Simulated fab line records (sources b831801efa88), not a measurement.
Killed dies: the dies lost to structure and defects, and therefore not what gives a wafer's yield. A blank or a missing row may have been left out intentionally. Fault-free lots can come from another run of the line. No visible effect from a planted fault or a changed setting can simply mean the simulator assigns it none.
fab line records / flow sky130
record lots=14 wafers=42 lastDay=50
route steps=708 shown FIELD_ISO@11 VT_ADJUST_HVTP@96 VT_ADJUST_LVTN@104 VT_ADJUST_NCORE@127
lots that met no fault: from a run of the same line without faults
startH: hours from the record's first day to the start of the lot's first wafer shown / waitH: hours from the lot's prior step to this one / " as in the row above / L1.1+2: a row that stands for several wafers / - no value, or no start was given / * or withheld: withheld / < > ~ a bound
route shown NAME@n: NAME is a module with steps in the file, n the number in the route of the first one / usual: the fault-free wafers' mean and standard deviation / same: alike in all rows / chamber/n: place in a boat / sites: the reading at each site / _std_site: their standard deviation / _edge_site: inner sites' mean taken away from outer sites' mean / radiusMm: how far each site lies from the wafer's centre / mask NAME#n: copy n / behind: the last tool/chamber to shape the wafer / hold: why the lot was held/for how many hours/how that ended / device: transistor that didn't switch, given as n, p or np / end of line: tests run on the same wafers once the route is complete / a step without rows: its recipe alone / killed: at the first sort, the dies lost to defects and structure; wafer yield is something else / map: a wafer's dies, marking killed ones x, the rest . and places with no die _
set.NAME: setting as actually run; set.NAME@STEP: the setting as run at that earlier step / model.NAME: the simulator's own value behind a step, which no gauge read
the route's steps for a sample of lots (tables are steps, rows are wafers)
services: a tool's chamber out of use, with start hour (startH, from the record's first day; less than 0 if before it), hours out, and reason
## steps
# step SKY_FIELD_ISO_EXPOSE_10
# recipe maskId=FOM na=0.68 sourceShape=annular sigmaInner=0.4 sigmaOuter=0.8 targetCdNm=150 doseMj=28
# usual exposureDoseMJCm2=28.05/0.16 focusOffsetNm=0.0/0.53 sigmaInner=0.4/0
lot.wafer=L686.2 tool=krfScanner-01 chamber=0 startH=22.09 waitH=- mask=FOM#0 exposureDoseMJCm2=27.98 focusOffsetNm=0.3 sigmaInner=0.4
lot.wafer=L686.4 tool=krfScanner-01 chamber=0 startH=22.09 waitH=- mask=FOM#0 exposureDoseMJCm2=27.99 focusOffsetNm=0.4 sigmaInner=0.4
lot.wafer=L686.6 tool=krfScanner-01 chamber=0 startH=22.09 waitH=- mask=FOM#0 exposureDoseMJCm2=28.03 focusOffsetNm=-0.6 sigmaInner=0.4
lot.wafer=L689.2 tool=krfScanner-02 chamber=0 startH=40.52 waitH=- mask=FOM#0 exposureDoseMJCm2=28.01 focusOffsetNm=1.4 sigmaInner=0.4
lot.wafer=L689.3 tool=krfScanner-02 chamber=0 startH=40.52 waitH=- mask=FOM#0 exposureDoseMJCm2=28.01 focusOffsetNm=0.4 sigmaInner=0.4
lot.wafer=L689.5 tool=krfScanner-02 chamber=0 startH=40.52 waitH=- mask=FOM#0 exposureDoseMJCm2=28.02 focusOffsetNm=0.4 sigmaInner=0.4
lot.wafer=L690.1 tool=krfScanner-01 chamber=0 startH=44.08 waitH=- mask=FOM#0 exposureDoseMJCm2=27.95 focusOffsetNm=-0.4 sigmaInner=0.4
lot.wafer=L690.5 tool=krfScanner-01 chamber=0 startH=44.08 waitH=- mask=FOM#0 exposureDoseMJCm2=27.98 focusOffsetNm=0.6 sigmaInner=0.4
lot.wafer=L690.6 tool=krfScanner-01 chamber=0 startH=44.08 waitH=- mask=FOM#0 exposureDoseMJCm2=27.99 focusOffsetNm=0.3 sigmaInner=0.4
lot.wafer=L691.2 tool=krfScanner-02 chamber=0 startH=50.44 waitH=- mask=FOM#0 exposureDoseMJCm2=27.98 focusOffsetNm=0.4 sigmaInner=0.4
lot.wafer=L691.3 tool=krfScanner-02 chamber=0 startH=50.44 waitH=- mask=FOM#0 exposureDoseMJCm2=27.97 focusOffsetNm=-0.3 sigmaInner=0.4
lot.wafer=L691.5 tool=krfScanner-02 chamber=0 startH=50.44 waitH=- mask=FOM#0 exposureDoseMJCm2=27.93 focusOffsetNm=-0.3 sigmaInner=0.4
lot.wafer=L693.2 tool=krfScanner-02 chamber=0 startH=57.29 waitH=- mask=FOM#0 exposureDoseMJCm2=28.03 focusOffsetNm=0.4 sigmaInner=0.4
lot.wafer=L693.3 tool=krfScanner-02 chamber=0 startH=57.29 waitH=- mask=FOM#0 exposureDoseMJCm2=28.02 focusOffsetNm=-0.5 sigmaInner=0.4
lot.wafer=L693.6 tool=krfScanner-02 chamber=0 startH=57.29 waitH=- mask=FOM#0 exposureDoseMJCm2=27.97 focusOffsetNm=0.0 sigmaInner=0.4
lot.wafer=L694.2 tool=krfScanner-02 chamber=0 startH=63.65 waitH=- mask=FOM#0 exposureDoseMJCm2=27.99 focusOffsetNm=-0.5 sigmaInner=0.4
lot.wafer=L694.4 tool=krfScanner-02 chamber=0 startH=63.65 waitH=- mask=FOM#0 exposureDoseMJCm2=28.01 focusOffsetNm=0.1 sigmaInner=0.4
lot.wafer=L694.5 tool=krfScanner-02 chamber=0 startH=63.65 waitH=- mask=FOM#0 exposureDoseMJCm2=27.96 focusOffsetNm=-0.1 sigmaInner=0.4
lot.wafer=L695.4 tool=krfScanner-01 chamber=0 startH=68.96 waitH=- mask=FOM#0 exposureDoseMJCm2=27.96 focusOffsetNm=-0.2 sigmaInner=0.4
lot.wafer=L695.5 tool=krfScanner-01 chamber=0 startH=68.96 waitH=- mask=FOM#0 exposureDoseMJCm2=28.00 focusOffsetNm=0.7 sigmaInner=0.4
lot.wafer=L695.6 tool=krfScanner-01 chamber=0 startH=68.96 waitH=- mask=FOM#0 exposureDoseMJCm2=28.02 focusOffsetNm=-0.5 sigmaInner=0.4
lot.wafer=L696.3 tool=krfScanner-02 chamber=0 startH=74.24 waitH=- mask=FOM#0 exposureDoseMJCm2=27.97 focusOffsetNm=-0.6 sigmaInner=0.4
lot.wafer=L696.4 tool=krfScanner-02 chamber=0 startH=74.24 waitH=- mask=FOM#0 exposureDoseMJCm2=27.98 focusOffsetNm=0.6 sigmaInner=0.4
lot.wafer=L696.5 tool=krfScanner-02 chamber=0 startH=74.24 waitH=- mask=FOM#0 exposureDoseMJCm2=27.96 focusOffsetNm=-1.0 sigmaInner=0.4
lot.wafer=L699.1 tool=krfScanner-02 chamber=0 startH=87.00 waitH=- mask=FOM#0 exposureDoseMJCm2=27.98 focusOffsetNm=-0.2 sigmaInner=0.4
lot.wafer=L699.2 tool=krfScanner-02 chamber=0 startH=87.00 waitH=- mask=FOM#0 exposureDoseMJCm2=27.99 focusOffsetNm=0.2 sigmaInner=0.4
lot.wafer=L699.4 tool=krfScanner-02 chamber=0 startH=87.00 waitH=- mask=FOM#0 exposureDoseMJCm2=27.98 focusOffsetNm=1.1 sigmaInner=0.4
lot.wafer=L700.1 tool=krfScanner-01 chamber=- startH=91.93 waitH=- mask=FOM#0 exposureDoseMJCm2=- focusOffsetNm=- sigmaInner=-
lot.wafer=L700.5 tool=krfScanner-01 chamber=- startH=91.93 waitH=- mask=FOM#0 exposureDoseMJCm2=- focusOffsetNm=- sigmaInner=-
lot.wafer=L700.6 tool=krfScanner-01 chamber=- startH=91.93 waitH=- mask=FOM#0 exposureDoseMJCm2=- focusOffsetNm=- sigmaInner=-
lot.wafer=L701.1 tool=krfScanner-02 chamber=- startH=97.43 waitH=- mask=FOM#0 exposureDoseMJCm2=- focusOffsetNm=- sigmaInner=-
lot.wafer=L701.4 tool=krfScanner-02 chamber=- startH=97.43 waitH=- mask=FOM#0 exposureDoseMJCm2=- focusOffsetNm=- sigmaInner=-
lot.wafer=L701.5 tool=krfScanner-02 chamber=- startH=97.43 waitH=- mask=FOM#0 exposureDoseMJCm2=- focusOffsetNm=- sigmaInner=-
lot.wafer=L707.1 tool=krfScanner-01 chamber=0 startH=129.14 waitH=- mask=FOM#0 exposureDoseMJCm2=27.96 focusOffsetNm=0.1 sigmaInner=0.4
lot.wafer=L707.5 tool=krfScanner-01 chamber=0 startH=129.14 waitH=- mask=FOM#0 exposureDoseMJCm2=27.96 focusOffsetNm=-0.3 sigmaInner=0.4
lot.wafer=L707.6 tool=krfScanner-01 chamber=0 startH=129.14 waitH=- mask=FOM#0 exposureDoseMJCm2=27.99 focusOffsetNm=-0.2 sigmaInner=0.4
lot.wafer=L708.2 tool=krfScanner-02 chamber=0 startH=133.97 waitH=- mask=FOM#0 exposureDoseMJCm2=28.40 focusOffsetNm=-0.1 sigmaInner=0.4
lot.wafer=L708.3 tool=krfScanner-02 chamber=0 startH=133.97 waitH=- mask=FOM#0 exposureDoseMJCm2=28.40 focusOffsetNm=-0.3 sigmaInner=0.4
lot.wafer=L708.6 tool=krfScanner-02 chamber=0 startH=133.97 waitH=- mask=FOM#0 exposureDoseMJCm2=28.40 focusOffsetNm=-0.3 sigmaInner=0.4
lot.wafer=L709.1 tool=krfScanner-02 chamber=0 startH=139.90 waitH=- mask=FOM#0 exposureDoseMJCm2=28.38 focusOffsetNm=0.3 sigmaInner=0.4
lot.wafer=L709.4 tool=krfScanner-02 chamber=0 startH=139.90 waitH=- mask=FOM#0 exposureDoseMJCm2=28.34 focusOffsetNm=0.4 sigmaInner=0.4
lot.wafer=L709.6 tool=krfScanner-02 chamber=0 startH=139.90 waitH=- mask=FOM#0 exposureDoseMJCm2=28.40 focusOffsetNm=0.0 sigmaInner=0.4
# step SKY_VT_ADJUST_HVTP_TW_MEAS_11
# usual VT_ADJUST_HVTP_TW=1337/15
lot.wafer=L686.2 tool=filmMetro-03 chamber=- startH=124.29 waitH=0.1 VT_ADJUST_HVTP_TW=1322
lot.wafer=L686.4 tool=filmMetro-03 chamber=- startH=124.29 waitH=0.1 VT_ADJUST_HVTP_TW=1320
lot.wafer=L686.6 tool=filmMetro-03 chamber=- startH=124.29 waitH=0.1 VT_ADJUST_HVTP_TW=1328
lot.wafer=L689.2 tool=filmMetro-02 chamber=- startH=149.55 waitH=0.1 VT_ADJUST_HVTP_TW=1363
lot.wafer=L689.3 tool=filmMetro-02 chamber=- startH=149.55 waitH=0.1 VT_ADJUST_HVTP_TW=1367
lot.wafer=L689.5 tool=filmMetro-02 chamber=- startH=149.55 waitH=0.1 VT_ADJUST_HVTP_TW=1368
lot.wafer=L690.1 tool=filmMetro-01 chamber=- startH=153.86 waitH=0.1 VT_ADJUST_HVTP_TW=1338
lot.wafer=L690.5 tool=filmMetro-01 chamber=- startH=153.86 waitH=0.1 VT_ADJUST_HVTP_TW=1344
lot.wafer=L690.6 tool=filmMetro-01 chamber=- startH=153.86 waitH=0.1 VT_ADJUST_HVTP_TW=1337
lot.wafer=L691.2 tool=filmMetro-02 chamber=- startH=162.52 waitH=0.1 VT_ADJUST_HVTP_TW=1366
lot.wafer=L691.3 tool=filmMetro-02 chamber=- startH=162.52 waitH=0.1 VT_ADJUST_HVTP_TW=1355
lot.wafer=L691.5 tool=filmMetro-02 chamber=- startH=162.52 waitH=0.1 VT_ADJUST_HVTP_TW=1367
lot.wafer=L694.2 tool=filmMetro-03 chamber=- startH=171.82 waitH=0.1 VT_ADJUST_HVTP_TW=1323
lot.wafer=L694.4 tool=filmMetro-03 chamber=- startH=171.82 waitH=0.1 VT_ADJUST_HVTP_TW=1324
lot.wafer=L694.5 tool=filmMetro-03 chamber=- startH=171.82 waitH=0.1 VT_ADJUST_HVTP_TW=1319
lot.wafer=L693.2 tool=filmMetro-03 chamber=- startH=173.22 waitH=0.1 VT_ADJUST_HVTP_TW=1326
lot.wafer=L693.3 tool=filmMetro-03 chamber=- startH=173.22 waitH=0.1 VT_ADJUST_HVTP_TW=1335
lot.wafer=L693.6 tool=filmMetro-03 chamber=- startH=173.22 waitH=0.1 VT_ADJUST_HVTP_TW=1329
lot.wafer=L695.4 tool=filmMetro-01 chamber=- startH=177.81 waitH=0.1 VT_ADJUST_HVTP_TW=1331
lot.wafer=L695.5 tool=filmMetro-01 chamber=- startH=177.81 waitH=0.1 VT_ADJUST_HVTP_TW=1330
lot.wafer=L695.6 tool=filmMetro-01 chamber=- startH=177.81 waitH=0.1 VT_ADJUST_HVTP_TW=1337
lot.wafer=L696.3 tool=filmMetro-03 chamber=- startH=187.68 waitH=0.1 VT_ADJUST_HVTP_TW=1329
lot.wafer=L696.4 tool=filmMetro-03 chamber=- startH=187.68 waitH=0.1 VT_ADJUST_HVTP_TW=1320
lot.wafer=L696.5 tool=filmMetro-03 chamber=- startH=187.68 waitH=0.1 VT_ADJUST_HVTP_TW=1316
lot.wafer=L699.1 tool=filmMetro-01 chamber=- startH=203.48 waitH=0.1 VT_ADJUST_HVTP_TW=1339
lot.wafer=L699.2 tool=filmMetro-01 chamber=- startH=203.48 waitH=0.1 VT_ADJUST_HVTP_TW=1335
lot.wafer=L699.4 tool=filmMetro-01 chamber=- startH=203.48 waitH=0.1 VT_ADJUST_HVTP_TW=1336
lot.wafer=L707.1 tool=filmMetro-01 chamber=- startH=260.06 waitH=0.1 VT_ADJUST_HVTP_TW=1329
lot.wafer=L707.5 tool=filmMetro-01 chamber=- startH=260.06 waitH=0.1 VT_ADJUST_HVTP_TW=1337
lot.wafer=L707.6 tool=filmMetro-01 chamber=- startH=260.06 waitH=0.1 VT_ADJUST_HVTP_TW=1329
lot.wafer=L708.2 tool=filmMetro-01 chamber=- startH=266.57 waitH=0.1 VT_ADJUST_HVTP_TW=1324
lot.wafer=L708.3 tool=filmMetro-01 chamber=- startH=266.57 waitH=0.1 VT_ADJUST_HVTP_TW=1324
lot.wafer=L708.6 tool=filmMetro-01 chamber=- startH=266.57 waitH=0.1 VT_ADJUST_HVTP_TW=1325
lot.wafer=L709.1 tool=filmMetro-01 chamber=- startH=269.45 waitH=0.1 VT_ADJUST_HVTP_TW=1328
lot.wafer=L709.4 tool=filmMetro-01 chamber=- startH=269.45 waitH=0.1 VT_ADJUST_HVTP_TW=1321
lot.wafer=L709.6 tool=filmMetro-01 chamber=- startH=269.45 waitH=0.1 VT_ADJUST_HVTP_TW=1329
# step SKY_VT_ADJUST_LVTN_OVL_MEAS_07
# usual VT_ADJUST_LVTN_OVL=-0.3/1.2
lot.wafer=L686.2 tool=overlay-02 chamber=- startH=143.56 waitH=- VT_ADJUST_LVTN_OVL[nm]=0.4
lot.wafer=L686.4 tool=overlay-02 chamber=- startH=143.56 waitH=- VT_ADJUST_LVTN_OVL[nm]=0.8
lot.wafer=L686.6 tool=overlay-02 chamber=- startH=143.56 waitH=- VT_ADJUST_LVTN_OVL[nm]=1.0
lot.wafer=L689.2 tool=overlay-02 chamber=- startH=168.99 waitH=- VT_ADJUST_LVTN_OVL[nm]=-0.4
lot.wafer=L689.3 tool=overlay-02 chamber=- startH=168.99 waitH=- VT_ADJUST_LVTN_OVL[nm]=-1.3
lot.wafer=L689.5 tool=overlay-02 chamber=- startH=168.99 waitH=- VT_ADJUST_LVTN_OVL[nm]=-1.3
lot.wafer=L690.1 tool=overlay-01 chamber=- startH=173.15 waitH=- VT_ADJUST_LVTN_OVL[nm]=-1.6
lot.wafer=L690.5 tool=overlay-01 chamber=- startH=173.15 waitH=- VT_ADJUST_LVTN_OVL[nm]=-0.8
lot.wafer=L690.6 tool=overlay-01 chamber=- startH=173.15 waitH=- VT_ADJUST_LVTN_OVL[nm]=0.1
lot.wafer=L691.2 tool=overlay-02 chamber=- startH=182.96 waitH=- VT_ADJUST_LVTN_OVL[nm]=-1.8
lot.wafer=L691.3 tool=overlay-02 chamber=- startH=182.96 waitH=- VT_ADJUST_LVTN_OVL[nm]=-2.8
lot.wafer=L691.5 tool=overlay-02 chamber=- startH=182.96 waitH=- VT_ADJUST_LVTN_OVL[nm]=-2.2
lot.wafer=L694.2 tool=overlay-01 chamber=- startH=192.19 waitH=- VT_ADJUST_LVTN_OVL[nm]=2.0
lot.wafer=L694.4 tool=overlay-01 chamber=- startH=192.19 waitH=- VT_ADJUST_LVTN_OVL[nm]=0.6
lot.wafer=L694.5 tool=overlay-01 chamber=- startH=192.19 waitH=- VT_ADJUST_LVTN_OVL[nm]=0.8
lot.wafer=L693.2 tool=overlay-02 chamber=- startH=194.46 waitH=- VT_ADJUST_LVTN_OVL[nm]=0.1
lot.wafer=L693.3 tool=overlay-02 chamber=- startH=194.46 waitH=- VT_ADJUST_LVTN_OVL[nm]=0.8
lot.wafer=L693.6 tool=overlay-02 chamber=- startH=194.46 waitH=- VT_ADJUST_LVTN_OVL[nm]=0.8
lot.wafer=L695.4 tool=overlay-01 chamber=- startH=198.63 waitH=- VT_ADJUST_LVTN_OVL[nm]=-1.6
lot.wafer=L695.5 tool=overlay-01 chamber=- startH=198.63 waitH=- VT_ADJUST_LVTN_OVL[nm]=-0.7
lot.wafer=L695.6 tool=overlay-01 chamber=- startH=198.63 waitH=- VT_ADJUST_LVTN_OVL[nm]=0.0
lot.wafer=L696.3 tool=overlay-01 chamber=- startH=208.91 waitH=- VT_ADJUST_LVTN_OVL[nm]=-0.1
lot.wafer=L696.4 tool=overlay-01 chamber=- startH=208.91 waitH=- VT_ADJUST_LVTN_OVL[nm]=1.0
lot.wafer=L696.5 tool=overlay-01 chamber=- startH=208.91 waitH=- VT_ADJUST_LVTN_OVL[nm]=-1.3
lot.wafer=L699.1 tool=overlay-02 chamber=- startH=226.15 waitH=- VT_ADJUST_LVTN_OVL[nm]=0.6
lot.wafer=L699.2 tool=overlay-02 chamber=- startH=226.15 waitH=- VT_ADJUST_LVTN_OVL[nm]=0.1
lot.wafer=L699.4 tool=overlay-02 chamber=- startH=226.15 waitH=- VT_ADJUST_LVTN_OVL[nm]=-1.3
lot.wafer=L707.1 tool=overlay-01 chamber=- startH=284.00 waitH=- VT_ADJUST_LVTN_OVL[nm]=-1.3
lot.wafer=L707.5 tool=overlay-01 chamber=- startH=284.00 waitH=- VT_ADJUST_LVTN_OVL[nm]=-0.7
lot.wafer=L707.6 tool=overlay-01 chamber=- startH=284.00 waitH=- VT_ADJUST_LVTN_OVL[nm]=-0.9
lot.wafer=L708.2 tool=overlay-01 chamber=- startH=290.64 waitH=- VT_ADJUST_LVTN_OVL[nm]=0.6
lot.wafer=L708.3 tool=overlay-01 chamber=- startH=290.64 waitH=- VT_ADJUST_LVTN_OVL[nm]=0.9
lot.wafer=L708.6 tool=overlay-01 chamber=- startH=290.64 waitH=- VT_ADJUST_LVTN_OVL[nm]=0.0
lot.wafer=L709.1 tool=overlay-01 chamber=- startH=293.70 waitH=- VT_ADJUST_LVTN_OVL[nm]=0.6
lot.wafer=L709.4 tool=overlay-01 chamber=- startH=293.70 waitH=- VT_ADJUST_LVTN_OVL[nm]=3.2
lot.wafer=L709.6 tool=overlay-01 chamber=- startH=293.70 waitH=- VT_ADJUST_LVTN_OVL[nm]=0.1
# step SKY_VT_ADJUST_NCORE_OVL_MEAS_08
# usual VT_ADJUST_NCORE_OVL=-0.8/1.3
lot.wafer=L686.2 tool=overlay-01 chamber=- startH=183.10 waitH=0.1 VT_ADJUST_NCORE_OVL[nm]=-1.7
lot.wafer=L686.4 tool=overlay-01 chamber=- startH=183.10 waitH=0.1 VT_ADJUST_NCORE_OVL[nm]=-1.3
lot.wafer=L686.6 tool=overlay-01 chamber=- startH=183.10 waitH=0.1 VT_ADJUST_NCORE_OVL[nm]=-2.7
lot.wafer=L689.2 tool=overlay-02 chamber=- startH=212.55 waitH=0.1 VT_ADJUST_NCORE_OVL[nm]=-1.5
lot.wafer=L689.3 tool=overlay-02 chamber=- startH=212.55 waitH=0.1 VT_ADJUST_NCORE_OVL[nm]=-0.8
lot.wafer=L689.5 tool=overlay-02 chamber=- startH=212.55 waitH=0.1 VT_ADJUST_NCORE_OVL[nm]=-2.7
lot.wafer=L690.1 tool=overlay-02 chamber=- startH=217.40 waitH=0.1 VT_ADJUST_NCORE_OVL[nm]=-2.5
lot.wafer=L690.5 tool=overlay-02 chamber=- startH=217.40 waitH=0.1 VT_ADJUST_NCORE_OVL[nm]=0.0
lot.wafer=L690.6 tool=overlay-02 chamber=- startH=217.40 waitH=0.1 VT_ADJUST_NCORE_OVL[nm]=0.0
lot.wafer=L691.2 tool=overlay-01 chamber=- startH=227.23 waitH=0.1 VT_ADJUST_NCORE_OVL[nm]=-2.0
lot.wafer=L691.3 tool=overlay-01 chamber=- startH=227.23 waitH=0.1 VT_ADJUST_NCORE_OVL[nm]=-2.7
lot.wafer=L691.5 tool=overlay-01 chamber=- startH=227.23 waitH=0.1 VT_ADJUST_NCORE_OVL[nm]=-1.5
lot.wafer=L694.2 tool=overlay-01 chamber=- startH=237.48 waitH=0.1 VT_ADJUST_NCORE_OVL[nm]=-0.5
lot.wafer=L694.4 tool=overlay-01 chamber=- startH=237.48 waitH=0.1 VT_ADJUST_NCORE_OVL[nm]=-0.7
lot.wafer=L694.5 tool=overlay-01 chamber=- startH=237.48 waitH=0.1 VT_ADJUST_NCORE_OVL[nm]=-1.3
lot.wafer=L693.2 tool=overlay-01 chamber=- startH=239.56 waitH=0.1 VT_ADJUST_NCORE_OVL[nm]=-1.1
lot.wafer=L693.3 tool=overlay-01 chamber=- startH=239.56 waitH=0.1 VT_ADJUST_NCORE_OVL[nm]=1.7
lot.wafer=L693.6 tool=overlay-01 chamber=- startH=239.56 waitH=0.1 VT_ADJUST_NCORE_OVL[nm]=0.4
lot.wafer=L695.4 tool=overlay-01 chamber=- startH=244.32 waitH=0.1 VT_ADJUST_NCORE_OVL[nm]=1.6
lot.wafer=L695.5 tool=overlay-01 chamber=- startH=244.32 waitH=0.1 VT_ADJUST_NCORE_OVL[nm]=1.3
lot.wafer=L695.6 tool=overlay-01 chamber=- startH=244.32 waitH=0.1 VT_ADJUST_NCORE_OVL[nm]=1.1
lot.wafer=L696.3 tool=overlay-02 chamber=- startH=255.21 waitH=0.1 VT_ADJUST_NCORE_OVL[nm]=-2.5
lot.wafer=L696.4 tool=overlay-02 chamber=- startH=255.21 waitH=0.1 VT_ADJUST_NCORE_OVL[nm]=-1.7
lot.wafer=L696.5 tool=overlay-02 chamber=- startH=255.21 waitH=0.1 VT_ADJUST_NCORE_OVL[nm]=1.7
lot.wafer=L699.1 tool=overlay-02 chamber=- startH=272.92 waitH=0.1 VT_ADJUST_NCORE_OVL[nm]=-1.7
lot.wafer=L699.2 tool=overlay-02 chamber=- startH=272.92 waitH=0.1 VT_ADJUST_NCORE_OVL[nm]=-0.7
lot.wafer=L699.4 tool=overlay-02 chamber=- startH=272.92 waitH=0.1 VT_ADJUST_NCORE_OVL[nm]=-2.3
lot.wafer=L707.1 tool=overlay-01 chamber=- startH=333.30 waitH=0.1 VT_ADJUST_NCORE_OVL[nm]=-0.8
lot.wafer=L707.5 tool=overlay-01 chamber=- startH=333.30 waitH=0.1 VT_ADJUST_NCORE_OVL[nm]=-0.6
lot.wafer=L707.6 tool=overlay-01 chamber=- startH=333.30 waitH=0.1 VT_ADJUST_NCORE_OVL[nm]=-1.0
lot.wafer=L708.2 tool=overlay-01 chamber=- startH=340.88 waitH=0.1 VT_ADJUST_NCORE_OVL[nm]=-0.3
lot.wafer=L708.3 tool=overlay-01 chamber=- startH=340.88 waitH=0.1 VT_ADJUST_NCORE_OVL[nm]=0.3
lot.wafer=L708.6 tool=overlay-01 chamber=- startH=340.88 waitH=0.1 VT_ADJUST_NCORE_OVL[nm]=-0.4
lot.wafer=L709.1 tool=overlay-02 chamber=- startH=344.07 waitH=0.1 VT_ADJUST_NCORE_OVL[nm]=2.1
lot.wafer=L709.4 tool=overlay-02 chamber=- startH=344.07 waitH=0.1 VT_ADJUST_NCORE_OVL[nm]=0.8
lot.wafer=L709.6 tool=overlay-02 chamber=- startH=344.07 waitH=0.1 VT_ADJUST_NCORE_OVL[nm]=-1.0
## services
tool=krfScanner-02 chamber=- startH=3.68 hours=1.3 kind=pm
tool=krfScanner-02 chamber=- startH=5.57 hours=1.4 kind=repair
tool=krfScanner-01 chamber=0 startH=13.13 hours=- kind=calibration
tool=krfScanner-02 chamber=- startH=29.01 hours=1.0 kind=pm
tool=krfScanner-01 chamber=- startH=46.87 hours=1.3 kind=pm
tool=krfScanner-01 chamber=- startH=76.13 hours=0.8 kind=pm
tool=krfScanner-02 chamber=0 startH=78.10 hours=- kind=calibration
tool=krfScanner-02 chamber=- startH=87.68 hours=0.8 kind=pm
tool=krfScanner-01 chamber=- startH=94.40 hours=1.0 kind=pm
tool=krfScanner-02 chamber=- startH=106.47 hours=0.2 kind=repair
tool=krfScanner-01 chamber=- startH=114.50 hours=4.0 kind=pm
tool=krfScanner-02 chamber=- startH=118.11 hours=- kind=calibration
tool=krfScanner-02 chamber=- startH=119.56 hours=3.6 kind=pm
tool=krfScanner-02 chamber=- startH=124.65 hours=5.8 kind=repair
## key
firstSign step=SKY_FIELD_ISO_EXPOSE_10 reading=toolRecord direction=missing
effect none on later readings
metAt SKY_FIELD_ISO_EXPOSE_10
struckLots L700,L701
laterRowsLeftOut L700.1,L700.5,L700.6,L701.1,L701.4,L701.5
sortLeftOut L700.1,L700.5,L700.6,L701.1,L701.4,L701.5
testerLeftOut L700,L701
notActingAt SKY_VT_ADJUST_HVTP_TW_MEAS_11,SKY_VT_ADJUST_LVTN_OVL_MEAS_07,SKY_VT_ADJUST_NCORE_OVL_MEAS_08
onsetBetween 87.00 91.93
fault kind=skippedStepWhole tool=krfScanner-01,krfScanner-02 chamber=- onsetH=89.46 steps=SKY_FIELD_ISO_EXPOSE_10 scope=struckLotsOnly
# testerLeftOut: of these lots the tester's yield and bins aren't shown, on N5 and GAA mostly nor the transistor test; their killed dies are dies lost to structure and defects alone, not to doping, threshold or leakage, so they don't give the yield
# sortLeftOut: the simulated sort isn't trusted on such a fault, so these wafers' sort isn't shown, and their yield isn't known
# laterRowsLeftOut: the simulator's readings of these wafers behind a module that went badly wrong aren't trusted and aren't shown, but for the sort
